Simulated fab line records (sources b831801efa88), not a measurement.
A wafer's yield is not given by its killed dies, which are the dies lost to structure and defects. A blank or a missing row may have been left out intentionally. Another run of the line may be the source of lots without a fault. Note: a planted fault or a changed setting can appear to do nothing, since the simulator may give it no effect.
Matching of chambers | flow gf180mcu | GF_STI_CMP_25 on cmp-01: 4 sister chambers
The step polishes, stops on Si3N4, t overpolish 33 s, target thk 524.6 nm. 4 wafers are shown with their chamber, then 7 later ones without.

== WAFERS, EACH WITH ITS CHAMBER ==
wafer  | chamber | motorCurrentA (A)
L232.2 | 1       | 11.7
L232.5 | 0       | 10.7
L235.2 | 3       | 13.8
L235.3 | 2       | 13.0

== WAFERS WHOSE CHAMBER IS MISSING ==
wafer  | motorCurrentA (A)
L235.4 | 11.6
L236.1 | 12.2
L236.3 | 12.4
L236.6 | 10.2
L245.3 | 10.6
L245.4 | 12.2
L245.5 | 12.7

== WHICH CHAMBER EACH ONE RAN IN ==
wafer  | from the rows above          | in truth
L235.4 | can't be placed: 1 or 0      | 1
L236.1 | can't be placed: 1 or 2      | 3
L236.3 | can't be placed: 2 or 1 or 3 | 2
L236.6 | 0                            | 0
L245.3 | 0                            | 0
L245.4 | can't be placed: 1 or 2      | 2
L245.5 | can't be placed: 2 or 1 or 3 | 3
Correctly placed: 2 of 7. Not placeable from these rows: 5 (in 4, the candidates include the true chamber). Number placed wrongly: 0.
How it was worked out, from the rows above alone: a wafer's distance from a chamber is the root of the sum, over the readings, of the square of ((its reading less the chamber's mean) divided by the reading's scatter). The wafer belongs to the nearest chamber; if the next one is less than 2 further off, it can't be placed. A chamber's mean is the mean of its shown wafers. The scatter: root of mean squared gap, hidden wafer to nearest shown wafer, with one shown wafer a chamber.
